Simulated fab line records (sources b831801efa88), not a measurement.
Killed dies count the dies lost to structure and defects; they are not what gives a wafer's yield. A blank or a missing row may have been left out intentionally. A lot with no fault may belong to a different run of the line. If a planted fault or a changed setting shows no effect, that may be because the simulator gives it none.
fab line records	flow gf180mcu
record: lots: 6	wafers: 18	lastDay: 34
route steps=602 shown PSD@252 NSD@262 SAB@264 SALICIDE@278
lots that met no fault: taken from a fault-free run of the same line
startH: hours from the record's opening day to when the first of the lot's shown wafers began	waitH: hours since the lot's step before	" repeats the value in the row above	L1.1+2: a single row standing in for several wafers	- either no value or no given start	* or withheld: withheld	< > ~ a bound
route shown NAME@n: a module of which the file shows steps, and the number in the route of the first	usual: average and standard deviation across the fault-free wafers	same: alike in all rows	chamber/n: place in a boat	sites: the reading at each site	_std_site: standard deviation across them	_edge_site: the outer-site mean with the inner-site mean subtracted	radiusMm: for every site, how far away it sits from the centre of the wafer	mask NAME#n: copy n	behind: the most recent tool/chamber to have shaped the wafer	hold: cause of the lot's hold/its duration in hours/its outcome	device: names the non-switching transistor (n, p or np)	end of line: the route-end tests of the same wafers	where a step has no rows: the recipe by itself	killed: at the first sort, the dies lost to defects and structure; wafer yield is something else	map: a wafer's dies, marking killed ones x, the rest . and places with no die _
set.NAME: setting as actually run; set.NAME@STEP: the setting as run at that earlier step	model.NAME: the simulator's own value behind a step, which no gauge read
lots at some steps of the route; a table a step, a row a wafer
services: a tool's chamber out of use, with start hour (startH, from the record's first day; less than 0 if before it), hours out, and reason
== steps ==
step: GF_PSD_EXPOSE_04
recipe: maskId: Pplus	targetCdNm: 400	na: 0.6	sourceShape: conventional	sigmaOuter: 0.6	doseMj: 137.2
step: GF_PSD_PEB_05
recipe: tempC: withheld	timeS: *	resist: NOVOLAK
step: GF_PSD_DEVELOP_06
recipe: developTimeS: 60	devTempC: 23
step: GF_PSD_CD_MEAS_07
recipe: targetCdNm: 400
usual: cdNm: 399.2/2.5
lot.wafer	tool	chamber	startH	waitH	cdNm
L451.2	cdSem-02	-	407.82	0.2	403.9
L451.3	"	-	"	"	403.3
L451.4	"	-	"	"	405.3
L452.2	cdSem-02	-	416.52	0.1	402.9
L452.5	"	-	"	"	404.9
L452.6	"	-	"	"	405.5
L453.2	cdSem-02	-	442.25	0.1	397.0
L453.3	"	-	"	"	397.8
L453.5	"	-	"	"	398.1
L454.2	cdSem-01	-	452.22	0.1	398.5
L454.3	"	-	"	"	397.1
L454.5	"	-	"	"	394.5
L463.1	cdSem-01	-	510.78	0.1	400.4
L463.2	"	-	"	"	398.0
L463.4	"	-	"	"	401.4
L464.2	cdSem-02	-	515.82	0.1	398.9
L464.3	"	-	"	"	398.8
L464.5	"	-	"	"	397.6
step: GF_PSD_OVL_MEAS_08
usual: PSD_OVL: -0.2/1.3
lot.wafer	tool	chamber	startH	waitH	PSD_OVL[nm]
L451.2	overlay-02	-	407.93	0.1	-0.1
L451.3	"	-	"	"	-2.1
L451.4	"	-	"	"	-0.9
L452.2	overlay-02	-	416.63	0.1	-0.8
L452.5	"	-	"	"	-1.3
L452.6	"	-	"	"	-0.7
L453.2	overlay-01	-	442.36	0.1	1.0
L453.3	"	-	"	"	1.0
L453.5	"	-	"	"	1.0
L454.2	overlay-02	-	452.33	0.1	-2.1
L454.3	"	-	"	"	-0.3
L454.5	"	-	"	"	0.9
L463.1	overlay-01	-	510.90	0.1	0.1
L463.2	"	-	"	"	-1.5
L463.4	"	-	"	"	0.3
L464.2	overlay-02	-	515.93	0.1	2.0
L464.3	"	-	"	"	0.5
L464.5	"	-	"	"	-2.1
step: GF_PSD_IMPLANT_09
recipe: species: BF2	energyKev: 40	doseCm2: 1.5e+15	tiltDeg: 7
step: GF_PSD_STRIP_10
recipe: chemistry: O2/N2	powerW: 1400	pressureMtorr: 1500	platenTempC: 250	o2FlowSccm: 3000	n2FlowSccm: 300	overashFraction: 0.5
usual: drypumpMotorCurrentA: 5.52/0.25	heaterPowerW: 347/48	oesProductAu: 0.592/0.0046	stripTimeToEndpointS: 16.513/0.028
lot.wafer	tool	chamber	startH	waitH	drypumpMotorCurrentA	heaterPowerW	oesProductAu	rfHoursCounterH	stripTimeToEndpointS
L451.2	plasmaAsher-02	1	408.11	0.1	5.54	263	0.601	75	16.489
L451.3	"	1	"	"	5.54	263	0.599	-	16.516
L451.4	"	0	"	"	5.58	349	0.593	-	16.501
L452.2	plasmaAsher-04	1	416.81	0.1	5.96	376	0.585	77	16.523
L452.5	"	0	"	"	5.45	353	0.599	-	16.577
L452.6	"	1	"	"	5.92	369	0.586	-	16.562
L453.2	plasmaAsher-02	0	442.54	0.1	5.61	334	0.590	1	16.493
L453.3	"	1	"	"	5.54	256	0.581	-	16.510
L453.5	"	0	"	"	5.60	345	0.587	-	16.505
L454.2	plasmaAsher-02	1	452.51	0.1	5.54	255	0.590	2	16.497
L454.3	"	0	"	"	5.60	340	0.594	-	16.506
L454.5	"	1	"	"	5.51	253	0.594	-	16.476
L463.1	plasmaAsher-01	1	511.08	0.1	5.08	413	0.589	38	16.566
L463.2	"	0	"	"	5.60	322	0.590	38	16.535
L463.4	"	0	"	"	5.65	320	0.591	-	16.552
L464.2	plasmaAsher-01	0	516.11	0.1	5.58	323	0.597	39	16.530
L464.3	"	0	"	"	5.60	333	0.588	-	16.525
L464.5	"	1	"	"	5.07	413	0.589	-	16.491
step: GF_PSD_TW_MEAS_11
usual: PSD_TW: 3192/27
lot.wafer	tool	chamber	startH	waitH	PSD_TW
L451.2	filmMetro-03	-	408.22	0.1	3196
L451.3	"	-	"	"	3195
L451.4	"	-	"	"	3193
L452.2	filmMetro-04	-	416.92	0.1	3159
L452.5	"	-	"	"	3167
L452.6	"	-	"	"	3160
L453.2	filmMetro-04	-	442.65	0.1	3157
L453.3	"	-	"	"	3152
L453.5	"	-	"	"	3151
L454.2	filmMetro-04	-	452.62	0.1	3159
L454.3	"	-	"	"	3160
L454.5	"	-	"	"	3162
L463.1	filmMetro-04	-	511.18	0.1	3134
L463.2	"	-	"	"	3144
L463.4	"	-	"	"	3132
L464.2	filmMetro-03	-	516.22	0.1	3210
L464.3	"	-	"	"	3225
L464.5	"	-	"	"	3227
step: GF_PSD_CLEAN_12
recipe: chemistry: SC1/SC2	mix: 1:4:20	tempC: 70	timeS: 150	dry: n2Spin
step: GF_PSD_RTA_13
recipe: tempC: 1025	timeS: 20	ambient: N2
usual: lampPowerPct: 36.6/1.5	wafer_temp_C_max: 1029.2/0.94
lot.wafer	tool	chamber	startH	waitH	lampPowerPct	wafer_temp_C_max
L451.2	rtpAnneal-02	0	408.33	0.0	37.9	1030.3
L451.3	"	0	"	"	37.8	1030.1
L451.4	"	0	"	"	37.9	1028.9
L452.2	rtpAnneal-02	0	417.03	0.0	37.8	1029.3
L452.5	"	0	"	"	37.9	1030.4
L452.6	"	0	"	"	37.9	1029.7
L453.2	rtpAnneal-02	0	442.77	0.0	37.9	1029.8
L453.3	"	0	"	"	37.8	1029.0
L453.5	"	0	"	"	37.9	1029.4
L454.2	rtpAnneal-01	0	452.73	0.0	34.9	1027.4
L454.3	"	0	"	"	34.9	1028.0
L454.5	"	0	"	"	34.8	1029.6
L463.1	rtpAnneal-02	0	511.29	0.0	37.8	1029.5
L463.2	"	0	"	"	37.9	1029.1
L463.4	"	0	"	"	37.9	1030.5
L464.2	rtpAnneal-02	0	516.33	0.0	37.8	1031.8
L464.3	"	0	"	"	37.8	1028.6
L464.5	"	0	"	"	37.9	1030.3
step: GF_PSD_RS_MEAS_14
recipe: thkMeasGauge: four-point-probe
usual: NSD_RS: 46.54/0.087
lot.wafer	tool	chamber	startH	waitH	NSD_RS[ohm/sq]
L451.2	filmMetro-04	-	408.42	0.1	46.59
L451.3	"	-	"	"	46.60
L451.4	"	-	"	"	46.59
L452.2	filmMetro-01	-	417.12	0.1	46.61
L452.5	"	-	"	"	46.52
L452.6	"	-	"	"	46.45
L453.2	filmMetro-04	-	442.93	0.1	46.54
L453.3	"	-	"	"	46.42
L453.5	"	-	"	"	46.54
L454.2	filmMetro-03	-	452.82	0.1	46.48
L454.3	"	-	"	"	46.53
L454.5	"	-	"	"	46.42
L463.1	filmMetro-01	-	511.38	0.1	46.60
L463.2	"	-	"	"	46.59
L463.4	"	-	"	"	46.60
L464.2	filmMetro-04	-	516.42	0.1	46.72
L464.3	"	-	"	"	46.63
L464.5	"	-	"	"	46.64
step: GF_PSD_RS_MEAS_15
recipe: thkMeasGauge: four-point-probe
usual: PSD_RS: 108.61/0.28
lot.wafer	tool	chamber	startH	waitH	PSD_RS[ohm/sq]
L451.2	filmMetro-04	-	408.54	0.1	108.89
L451.3	"	-	"	"	108.91
L451.4	"	-	"	"	108.68
L452.2	filmMetro-01	-	417.24	0.1	108.21
L452.5	"	-	"	"	107.99
L452.6	"	-	"	"	108.13
L453.2	filmMetro-04	-	443.05	0.1	108.61
L453.3	"	-	"	"	108.56
L453.5	"	-	"	"	108.34
L454.2	filmMetro-03	-	452.94	0.1	108.85
L454.3	"	-	"	"	108.83
L454.5	"	-	"	"	108.69
L463.1	filmMetro-01	-	511.50	0.1	108.78
L463.2	"	-	"	"	108.81
L463.4	"	-	"	"	108.77
L464.2	filmMetro-04	-	516.54	0.1	109.14
L464.3	"	-	"	"	109.13
L464.5	"	-	"	"	108.89
step: GF_SAB_CVD_00
recipe: material: SiO2	targetThkNm: 50	precursor: TEOS	tempC: 400	timeS: 4.9302	rfW: 600
usual: heaterPowerW: 628/63
lot.wafer	tool	chamber	startH	waitH	heaterPowerW	model.SiO2_of_SAB_CVD_00.thkNm
L451.2	pecvd-04	1	408.64	0.1	693	48.9
L451.3	"	2	"	"	624	49.34
L451.4	"	1	"	"	714	49.51
L452.2	pecvd-03	0	417.34	0.1	623	50.63
L452.5	"	2	"	"	625	50.71
L452.6	"	1	"	"	575	49.9
L453.2	pecvd-04	1	443.15	0.1	724	48.63
L453.3	"	0	"	"	722	55.68
L453.5	"	2	"	"	589	50.33
L454.2	pecvd-04	0	453.04	0.1	699	55.58
L454.3	"	1	"	"	621	49.21
L454.5	"	0	"	"	694	56.75
L463.1	pecvd-03	0	511.62	0.1	642	50.08
L463.2	"	2	"	"	577	48.89
L463.4	"	0	"	"	622	50.83
L464.2	pecvd-03	2	516.64	0.1	559	49.42
L464.3	"	0	"	"	648	49.81
L464.5	"	2	"	"	551	49.94
step: GF_SAB_THK_MEAS_01
recipe: reads: SiO2_of_SAB_CVD_00
usual: SAB_CVD_00_THK: 49.8/0.75
lot.wafer	tool	chamber	startH	waitH	SAB_CVD_00_THK[nm]
L451.2	filmMetro-01	-	408.67	0.0	48.9
L451.3	"	-	"	"	49.3
L451.4	"	-	"	"	49.6
L452.2	filmMetro-04	-	417.37	0.0	50.6
L452.5	"	-	"	"	50.7
L452.6	"	-	"	"	49.9
L453.2	filmMetro-01	-	443.18	0.0	48.6
L453.3	"	-	"	"	55.7
L453.5	"	-	"	"	50.4
L454.2	filmMetro-01	-	453.07	0.0	55.6
L454.3	"	-	"	"	49.2
L454.5	"	-	"	"	56.7
L463.1	filmMetro-04	-	511.64	0.0	50.1
L463.2	"	-	"	"	48.9
L463.4	"	-	"	"	50.8
L464.2	filmMetro-02	-	516.67	0.0	49.5
L464.3	"	-	"	"	49.8
L464.5	"	-	"	"	49.9
step: GF_SAB_DEHYDRATE_02
recipe: tempC: 200	timeS: 60
step: GF_SAB_HMDS_03
recipe: primeTimeS: 60	primeTempC: 120
step: GF_SAB_COAT_04
recipe: resist: NOVOLAK	spinRpm: 3000	resistThkNm: 1000
step: GF_SAB_SOFTBAKE_05
recipe: tempC: 90	timeS: 60	resist: NOVOLAK
step: GF_SAB_EXPOSE_06
recipe: maskId: SAB	targetCdNm: 420	na: 0.6	sourceShape: conventional	sigmaOuter: 0.6	doseMj: 140
step: GF_SAB_PEB_07
recipe: tempC: withheld	timeS: *	resist: NOVOLAK
step: GF_SAB_DEVELOP_08
recipe: developTimeS: 60	devTempC: 23
step: GF_SAB_CD_MEAS_09
recipe: targetCdNm: 420
usual: cdNm: 420.0/2.4
lot.wafer	tool	chamber	startH	waitH	cdNm
L451.2	cdSem-01	-	432.75	0.1	422.0
L451.3	"	-	"	"	420.9
L451.4	"	-	"	"	422.4
L452.2	cdSem-01	-	441.60	0.1	425.9
L452.5	"	-	"	"	424.8
L452.6	"	-	"	"	424.7
L453.2	cdSem-01	-	467.36	0.1	425.0
L453.3	"	-	"	"	424.5
L453.5	"	-	"	"	421.7
L454.2	cdSem-02	-	477.05	0.1	420.1
L454.3	"	-	"	"	421.6
L454.5	"	-	"	"	419.8
L463.1	cdSem-02	-	534.49	0.1	420.1
L463.2	"	-	"	"	420.0
L463.4	"	-	"	"	419.2
L464.2	cdSem-01	-	538.70	0.1	420.0
L464.3	"	-	"	"	420.5
L464.5	"	-	"	"	419.1
step: GF_SAB_OVL_MEAS_10
usual: SAB_OVL: 0.9/1.3
lot.wafer	tool	chamber	startH	waitH	SAB_OVL[nm]
L451.2	overlay-02	-	432.86	0.1	1.1
L451.3	"	-	"	"	3.2
L451.4	"	-	"	"	1.3
L452.2	overlay-01	-	441.71	0.1	-0.6
L452.5	"	-	"	"	0.1
L452.6	"	-	"	"	2.0
L453.2	overlay-02	-	467.47	0.1	2.0
L453.3	"	-	"	"	-0.1
L453.5	"	-	"	"	0.9
L454.2	overlay-02	-	477.15	0.1	0.8
L454.3	"	-	"	"	3.6
L454.5	"	-	"	"	3.1
L463.1	overlay-02	-	534.61	0.1	3.1
L463.2	"	-	"	"	1.6
L463.4	"	-	"	"	0.3
L464.2	overlay-01	-	538.80	0.1	1.5
L464.3	"	-	"	"	0.0
L464.5	"	-	"	"	1.5
step: GF_SAB_ETCH_11
recipe: chemistry: C4F8/O2/Ar	maskMaterial: NOVOLAK	target: SiO2	targetDepthNm: 55	sourceW: 1500	biasW: 1200	pressureMtorr: 40	c4f8FlowSccm: withheld	O2_flow_sccm: 6	Ar_flow_sccm: 300	timeS: 8.5
usual: oesProductAu: 1.003/0.013
lot.wafer	tool	chamber	startH	waitH	oesProductAu	rfHoursCounterH
L451.2	rieDiel-04	0	432.89	0.0	0.981	0
L451.3	"	3	"	"	1.021	106
L451.4	"	3	"	"	1.021	-
L452.2	rieDiel-04	3	441.74	0.0	1.022	106
L452.5	"	1	"	"	0.992	-
L452.6	"	3	"	"	1.029	-
L453.2	rieDiel-03	2	467.50	0.0	1.008	6
L453.3	"	1	"	"	1.004	14
L453.5	"	2	"	"	1.013	-
L454.2	rieDiel-01	3	477.18	0.0	0.998	67
L454.3	"	0	"	"	1.008	24
L454.5	"	3	"	"	0.990	-
L463.1	rieDiel-01	1	534.65	0.0	0.993	74
L463.2	"	3	"	"	0.993	68
L463.4	"	0	"	"	0.994	25
L464.2	rieDiel-04	0	538.83	0.0	0.990	3
L464.3	"	3	"	"	1.016	2
L464.5	"	0	"	"	0.993	-
step: GF_SAB_WET_ETCH_12
recipe: chemistry: dHF	targetDepthNm: 22	dry: n2Spin	target: SiO2	tempC: 25	dilution: 100:1	timeS: 440
step: GF_SAB_STRIP_13
recipe: chemistry: O2/N2	powerW: 1400	pressureMtorr: 1500	platenTempC: 250	o2FlowSccm: 3000	n2FlowSccm: 300	overashFraction: 0.5
usual: drypumpMotorCurrentA: 5.5/0.3	heaterPowerW: 337/51	oesProductAu: 0.710/0.0041	stripTimeToEndpointS: 12.60/0.034
lot.wafer	tool	chamber	startH	waitH	drypumpMotorCurrentA	heaterPowerW	oesProductAu	rfHoursCounterH	stripTimeToEndpointS
L451.2	plasmaAsher-03	1	433.17	0.0	6.3	347	0.711	64	12.61
L451.3	"	0	"	"	5.5	359	0.706	-	12.61
L451.4	"	1	"	"	6.3	356	0.706	-	12.61
L452.2	plasmaAsher-02	0	441.89	0.0	5.6	334	0.707	1	12.63
L452.5	"	0	"	"	5.6	340	0.707	-	12.65
L452.6	"	1	"	"	5.5	254	0.712	-	12.66
L453.2	plasmaAsher-02	1	467.66	0.0	5.5	259	0.712	4	12.58
L453.3	"	1	"	"	5.6	257	0.718	-	12.59
L453.5	"	0	"	"	5.6	347	0.712	-	12.58
L454.2	plasmaAsher-02	0	477.35	0.0	5.6	339	0.709	5	12.61
L454.3	"	1	"	"	5.6	258	0.707	-	12.60
L454.5	"	1	"	"	5.6	253	0.716	-	12.61
L463.1	plasmaAsher-01	1	534.80	0.0	5.1	427	0.708	40	12.58
L463.2	"	0	"	"	5.6	330	0.714	40	12.61
L463.4	"	1	"	"	5.1	418	0.703	-	12.60
L464.2	plasmaAsher-02	0	538.99	0.0	5.6	342	0.715	11	12.60
L464.3	"	0	"	"	5.6	347	0.713	-	12.52
L464.5	"	1	"	"	5.5	255	0.706	-	12.61
step: GF_SALICIDE_CLEAN_00
recipe: chemistry: SC1/SC2	mix: 1:4:20	tempC: 70	timeS: 150
step: GF_SALICIDE_WET_ETCH_01
recipe: chemistry: dHF	targetDepthNm: 5	dry: ipaMarangoni	target: SiO2	tempC: 25	dilution: 100:1	timeS: 100
lot.wafer	tool	chamber	startH	waitH	model.SiO2_of_SAB_CVD_00.thkNm
L451.2	wetBench-02	2	433.32	0.0	38.28
L451.3	"	2	"	"	38.67
L451.4	"	2	"	"	38.81
L452.2	wetBench-01	2	442.04	0.0	40.05
L452.5	"	2	"	"	40.12
L452.6	"	2	"	"	39.28
L453.2	wetBench-03	0	467.82	0.0	37.99
L453.3	"	0	"	"	45
L453.5	"	0	"	"	39.68
L454.2	wetBench-03	1	477.50	0.0	45.04
L454.3	"	1	"	"	38.59
L454.5	"	1	"	"	46.21
L463.1	wetBench-02	0	534.95	0.0	39.5
L463.2	"	0	"	"	38.32
L463.4	"	0	"	"	40.23
L464.2	wetBench-03	0	539.14	0.0	38.62
L464.3	"	0	"	"	38.98
L464.5	"	0	"	"	39.04
step: GF_SALICIDE_SPUTTER_02
recipe: material: Co	targetThkNm: 10	powerW: 1000	timeS: 20	chamberPressurePa: 0.4
usual: throttleValvePct: 30.6/0.93
lot.wafer	tool	chamber	startH	waitH	throttleValvePct
L451.2	pvdSputter-03	-	433.39	0.0	32.1
L451.3	"	-	"	"	29.8
L451.4	"	-	"	"	30.2
L452.2	pvdSputter-03	-	442.07	0.0	32.3
L452.5	"	-	"	"	30.5
L452.6	"	-	"	"	32.1
L453.2	pvdSputter-03	-	467.86	0.0	32.3
L453.3	"	-	"	"	30.1
L453.5	"	-	"	"	29.9
L454.2	pvdSputter-03	-	477.54	0.0	32.0
L454.3	"	-	"	"	30.0
L454.5	"	-	"	"	32.1
L463.1	pvdSputter-02	-	534.98	0.0	31.0
L463.2	"	-	"	"	30.4
L463.4	"	-	"	"	31.0
L464.2	pvdSputter-02	-	539.17	0.0	30.7
L464.3	"	-	"	"	30.5
L464.5	"	-	"	"	30.9
== services ==
tool	chamber	startH	hours	kind
rieDiel-04	2	388.84	20.7	repair
plasmaAsher-03	-	391.00	3.7	repair
pvdSputter-03	-	392.86	7.4	repair
rtpAnneal-02	-	394.99	7.9	repair
rtpAnneal-01	-	402.93	1.3	pm
rieDiel-01	2	406.16	4.1	repair
rieDiel-04	0	409.59	-	clean
rieDiel-04	0	409.59	13.0	scheduledDown
rieDiel-01	1	420.44	4.1	repair
plasmaAsher-02	-	421.25	9.0	pm
plasmaAsher-02	0	421.25	9.0	ventCycle
plasmaAsher-02	1	421.25	9.0	ventCycle
plasmaAsher-02	0	430.25	-	clean
plasmaAsher-02	1	430.25	-	clean
rieDiel-04	0	454.15	3.8	repair
plasmaAsher-04	-	463.26	1.0	repair
rieDiel-04	1	465.31	7.5	repair
pecvd-04	-	482.48	1.8	repair
wetBench-02	-	485.83	1.2	repair
pecvd-04	-	509.13	0.5	repair
rieDiel-01	2	510.28	4.2	repair
rieDiel-01	3	526.49	5.6	repair
wetBench-01	-	530.66	1.7	repair
rieDiel-01	1	538.83	2.6	repair
== key ==
firstSign: step: GF_SAB_THK_MEAS_01	reading: SAB_CVD_00_THK	direction: up	sigmas: 8.3	usual: 49.8	struck: 56.0
effect none on later readings
modelEffect: step: GF_SAB_CVD_00	value: SiO2_of_SAB_CVD_00.thkNm	without: 50.48	struck: 56
modelEffect: step: GF_SALICIDE_WET_ETCH_01	value: SiO2_of_SAB_CVD_00.thkNm	without: 39.89	struck: 45.41
metAt GF_SAB_CVD_00
struckWafers L453.3,L454.2,L454.5
testerLeftOut L453,L454
fault: kind: processParameterDrift	tool: pecvd-04	chamber: 0	onsetH: 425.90	steps: GF_SAB_CVD_00	channel: timeS	offset: *	shape: step	endH: 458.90	actsIn: *	stated: *
testerLeftOut: of these lots the tester's yield and bins aren't shown, on N5 and GAA mostly nor the transistor test; their killed dies are dies lost to structure and defects alone, not to doping, threshold or leakage, so they don't give the yield
